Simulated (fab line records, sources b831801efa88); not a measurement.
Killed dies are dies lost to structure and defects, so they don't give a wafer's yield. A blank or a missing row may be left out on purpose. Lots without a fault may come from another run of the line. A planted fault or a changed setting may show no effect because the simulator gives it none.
fab line records | flow sfq_line
record lots=6 wafers=18 last_day=91
route steps=325 shown M6@255 I6@266
lots that met no fault: from a run of the same line without faults
start_h: hours from the record's first day to the start of the lot's first wafer shown | wait_h: hours since the lot's step before | " the same as in the row above | L1.1+2: a row that stands for several wafers | - no value, or no start given | * or withheld: withheld | < > ~ a bound
route shown NAME@n: a module of which the file shows steps, and the number in the route of the first | usual: mean/standard deviation of fault-free wafers | same: alike in all rows | chamber/n: place in a boat | sites: the reading at each site | _std_site: their standard deviation | _edge_site: outer sites' mean less inner sites' | radius_mm: how far each site lies from the wafer's centre | mask NAME#n: copy n | behind: the tool/chamber that last shaped the wafer | hold: why the lot was held/for how many hours/how that ended | device: the transistor (n, p or np) that didn't switch | end of line: the same wafers' tests at the end of the route | a step without rows: its recipe alone | killed: dies lost to structure and defects at the first sort, not the wafer's yield | map: a wafer's dies, x killed, . not, _ none there
set.NAME: the setting as run; set.NAME@STEP: as run at that earlier step | model.NAME: the simulator's own value behind a step, which no gauge read
lots at some steps of the route; a table a step, a row a wafer
services: from which hour (start_h, from the record's first day; less than 0 if before it) a tool's chamber was out of use, for how many hours, and why
## steps
# step SFQ_TRILAYER_M6_LITHO_COAT_164
# recipe resist=BARC spin_rpm=3000 resist_thk_nm=62
# step SFQ_TRILAYER_M6_LITHO_COAT_159
# recipe resist=KrF spin_rpm=3000 resist_thk_nm=600
# step SFQ_TRILAYER_M6_LITHO_SOFTBAKE_163
# recipe temp_c=withheld time_s=withheld resist=KrF
# step SFQ_TRILAYER_M6_LITHO_EXPOSE_160
# recipe mask_id=M6 na=0.6 source_shape=conventional sigma_outer=0.65 target_cd_nm=500 dose_mj=14.4
# step SFQ_TRILAYER_M6_LITHO_PEB_162
# recipe peb_temp_c=115 peb_time_s=60 resist=KrF
# step SFQ_TRILAYER_M6_LITHO_DEVELOP_161
# recipe time_s=60 resist=KrF
# step SFQ_M6_OVL_MEAS_940
# usual M6_OVL=4/5.6
# columns lot.wafer tool chamber start_h wait_h M6_OVL[nm]
L490.2 overlay-01 - 1826.41 0.1 1
L490.5 " - " " 6
L490.6 " - " " 5
L491.1 overlay-01 - 1828.80 0.1 0
L491.3 " - " " -1
L491.6 " - " " -4
L497.2 overlay-01 - 1864.81 0.1 7
L497.3 " - " " 4
L497.5 " - " " 14
L498.1 overlay-01 - 1867.20 0.1 -5
L498.2 " - " " -4
L498.5 " - " " -2
L499.1 overlay-02 - 1881.60 0.1 5
L499.4 " - " " 10
L499.6 " - " " 18
L505.1 overlay-02 - 1906.13 0.1 3
L505.3 " - " " 3
L505.4 " - " " 9
# step SFQ_TRILAYER_M6_BARC_OPEN_METAL_ETCH_206
# recipe mask_material=PR chemistry=O2 target_depth_nm=125 target=BARC icp_w=584.3 bias_w=80 pressure_mtorr=10 time_s=41.7
# usual drypump_motor_current_A=5.5/0.46 oes_product_au=0.685/0.0044
# columns lot.wafer tool chamber start_h wait_h drypump_motor_current_A oes_product_au rf_hours_counter_h
L490.2 rie_metal-04 0 1826.44 0.0 5.4 0.682 73
L490.5 " 1 " " 5.0 0.682 -
L490.6 " 0 " " 5.4 0.684 -
L491.1 rie_metal-03 0 1828.84 0.0 5.0 0.691 22
L491.3 " 1 " " 6.3 0.688 -
L491.6 " 1 " " 6.2 0.685 -
L497.2 rie_metal-03 0 1864.86 0.0 5.0 0.683 -
L497.3 " 0 " " 5.0 0.680 -
L497.5 " 0 " " 5.0 0.678 -
L498.1 rie_metal-04 0 1867.24 0.0 5.4 0.683 80
L498.2 " 0 " " 5.4 0.682 -
L498.5 " 0 " " 5.4 0.684 -
L499.1 rie_metal-01 1 1881.64 0.0 5.8 0.682 78
L499.4 " 0 " " 6.0 0.684 -
L499.6 " 1 " " 5.8 0.693 -
L505.1 rie_metal-01 1 1906.16 0.0 5.8 0.687 83
L505.3 " 1 " " 5.8 0.687 -
L505.4 " 0 " " 6.0 0.680 -
# step SFQ_TRILAYER_M6_ETCH_METAL_ETCH_162
# recipe target=Nb stop_on=SiO2 mask_material=PR chemistry=Cl2/Ar target_depth_nm=240 icp_w=600 bias_w=80 pressure_mtorr=10 time_s=120
# usual drypump_motor_current_A=5.5/0.46 oes_product_au=0.896/0.0082
# columns lot.wafer tool chamber start_h wait_h drypump_motor_current_A oes_product_au rf_hours_counter_h
L490.2 rie_metal-04 0 1826.50 0.0 5.4 0.883 73
L490.5 " 1 " " 4.9 0.894 -
L490.6 " 0 " " 5.4 0.895 -
L491.1 rie_metal-03 0 1828.90 0.0 5.0 0.883 22
L491.3 " 1 " " 6.2 0.877 -
L491.6 " 1 " " 6.3 0.886 -
L497.2 rie_metal-03 0 1865.00 0.1 4.9 0.901 -
L497.3 " 0 " " 5.0 0.897 -
L497.5 " 0 " " 5.0 0.896 -
L498.1 rie_metal-04 0 1867.36 0.1 5.4 0.903 80
L498.2 " 0 " " 5.4 0.906 -
L498.5 " 0 " " 5.4 0.903 -
L499.1 rie_metal-01 1 1881.70 0.0 5.8 0.891 78
L499.4 " 0 " " 6.0 0.895 -
L499.6 " 1 " " 5.8 0.879 -
L505.1 rie_metal-01 1 1906.22 0.0 5.8 0.904 83
L505.3 " 1 " " 5.8 0.910 -
L505.4 " 0 " " 6.0 0.906 -
# step SFQ_TRILAYER_M6_STRIP_STRIP_163
# recipe gas=O2 power_w=200 platen_temp_c=40 overash_fraction=0.65 chemistry=O2 pressure_mtorr=50
# usual drypump_motor_current_A=5.5/0.46 oes_product_au=0.999/0.0096
# columns lot.wafer tool chamber start_h wait_h drypump_motor_current_A oes_product_au rf_hours_counter_h
L490.2 rie_metal-04 0 1826.63 0.1 5.4 1.011 73
L490.5 " 1 " " 5.0 1.006 -
L490.6 " 0 " " 5.4 1.007 -
L491.1 rie_metal-03 0 1829.03 0.1 4.9 0.993 22
L491.3 " 1 " " 6.2 0.994 -
L491.6 " 1 " " 6.2 0.990 -
L497.2 rie_metal-03 0 1865.41 0.4 5.0 0.988 -
L497.3 " 0 " " 5.0 0.995 -
L497.5 " 0 " " 4.9 0.978 -
L498.1 rie_metal-04 0 1867.61 0.2 5.4 0.997 80
L498.2 " 0 " " 5.4 1.008 -
L498.5 " 0 " " 5.4 1.010 -
L499.1 rie_metal-01 1 1881.83 0.1 5.8 1.002 78
L499.4 " 0 " " 6.0 0.994 -
L499.6 " 1 " " 5.8 1.005 -
L505.1 rie_metal-01 1 1906.35 0.1 5.7 1.007 83
L505.3 " 1 " " 5.8 1.012 -
L505.4 " 0 " " 6.0 0.997 -
# step SFQ_TRILAYER_M6_STRIP_SOLV_CLEAN_164
# recipe chemistry=NMP temp_c=70 time_s=600
# step SFQ_TRILAYER_I6_DEP_PECVD_165
# recipe material=SiO2 temp_c=150 time_s=111.11 pressure_torr=2.4 rf_w=183.3 precursor=SiH4/N2O target_thk_nm=500
# usual heater_power_outer_w=31/9.4 heater_power_w=86/15 run_length_s=139.2/0.51 throttle_valve_pct=25.1/1.3
# columns lot.wafer tool chamber start_h wait_h heater_power_outer_w heater_power_w run_length_s throttle_valve_pct model.SiO2_of_TRILAYER_I6_DEP_PECVD_165.thk_nm
L490.2 pecvd-03 2 1827.40 0.0 40 95 139.8 24.0 497
L490.5 " 0 " " 39 96 138.8 24.5 510.9
L490.6 " 2 " " 41 98 139.6 24.1 505.5
L491.1 pecvd-04 1 1829.80 0.0 38 99 139.1 24.8 498.6
L491.3 " 0 " " 36 87 138.9 26.3 506
L491.6 " 2 " " 28 79 138.1 27.2 509.7
L497.2 pecvd-01 0 1866.59 0.0 43 102 139.5 24.3 501
L497.3 " 1 " " 6 44 140.0 25.1 502.8
L497.5 " 0 " " 45 102 139.8 24.9 504.3
L498.1 pecvd-04 2 1868.99 0.0 36 88 138.3 27.5 502
L498.2 " 1 " " 37 101 133.9 24.8 466.3
L498.5 " 2 " " 23 72 138.1 27.1 498.3
L499.1 pecvd-04 2 1882.60 0.0 27 77 138.9 27.2 497.1
L499.4 " 0 " " 38 89 139.3 26.5 507.1
L499.6 " 1 " " 25 84 133.3 25.0 477.6
L505.1 pecvd-03 2 1907.12 0.0 31 85 139.7 24.4 496.9
L505.3 " 1 " " 18 71 139.1 23.8 492.8
L505.4 " 2 " " 36 90 139.8 24.4 501.3
# step SFQ_TRILAYER_I6_CMP_CMP_166
# recipe material=SiO2 down_force_psi=3 platen_rpm=60 pad_velocity_m_s=0.94248
# usual motor_current_A=10.3/1.1 slurry_filter_dp_kPa=13.50/0.14 time_to_endpoint_s=214/8.6
# columns lot.wafer tool chamber start_h wait_h motor_current_A slurry_filter_dp_kPa time_to_endpoint_s
L490.2 cmp-02 0 1828.50 1.1 9.4 13.35 220
L490.5 " 0 1830.50 3.0 9.3 13.25 234
L490.6 " 1 " " 9.5 13.53 224
L491.1 cmp-02 2 1831.50 1.7 8.3 13.66 213
L491.3 " 0 1832.50 2.7 9.7 13.35 234
L491.6 " 2 1833.50 3.6 8.6 13.66 223
L497.3 cmp-02 0 1868.68 2.1 9.5 13.55 229
L497.2 " 1 " " 9.6 13.64 217
L497.5 " 2 " " 8.3 13.72 212
L498.1 cmp-01 0 1869.56 0.5 11.8 13.32 214
L498.2 " 3 1871.06 2.0 11.4 13.47 200
L498.5 " 0 " " 11.9 13.37 206
L499.4 cmp-01 2 1887.56 4.9 10.7 13.26 212
L499.1 " 3 " " 11.5 13.58 215
L499.6 " 3 1890.06 7.4 11.5 13.50 203
L505.3 cmp-02 3 1914.33 7.2 11.2 13.48 197
L505.4 " 0 " " 9.5 13.54 215
L505.1 " 1 " " 9.6 13.61 202
## services
# columns tool chamber start_h hours kind
pecvd-03 - 1814.03 5.5 pm
cmp-02 - 1814.60 1.6 repair
rie_metal-04 1 1814.63 10.6 repair
rie_metal-04 - 1824.08 0.1 repair
rie_metal-03 1 1855.40 - clean
rie_metal-03 1 1855.40 - consumable_replace:focus_ring
rie_metal-03 1 1855.40 16.8 scheduled_down
rie_metal-03 1 1855.40 16.8 vent_cycle
rie_metal-04 1 1864.99 - clean
rie_metal-04 1 1864.99 - consumable_replace:esc
rie_metal-04 1 1864.99 - consumable_replace:focus_ring
rie_metal-04 1 1864.99 22.5 scheduled_down
rie_metal-04 1 1864.99 22.5 vent_cycle
pecvd-03 2 1869.37 6.0 repair
pecvd-04 - 1878.51 2.8 pm
cmp-02 - 1882.07 1.7 repair
rie_metal-03 1 1899.33 17.5 repair
rie_metal-03 - 1906.27 1.4 repair
## key
first_sign step=SFQ_TRILAYER_I6_DEP_PECVD_165 reading=run_length_s direction=down sigmas=11 usual=* struck=*
effect none on later readings
model_effect step=SFQ_TRILAYER_I6_DEP_PECVD_165 value=SiO2_of_TRILAYER_I6_DEP_PECVD_165.thk_nm without=496.8 struck=472
met_at SFQ_TRILAYER_I6_DEP_PECVD_165
struck_wafers L498.2,L499.6
onset_between 1829.80 1868.99
fault kind=process_parameter_drift tool=pecvd-04 chamber=1 onset_h=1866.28 steps=SFQ_TRILAYER_I6_DEP_PECVD_165 channel=time_s offset=* shape=step end_h=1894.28 acts_in=* stated=*
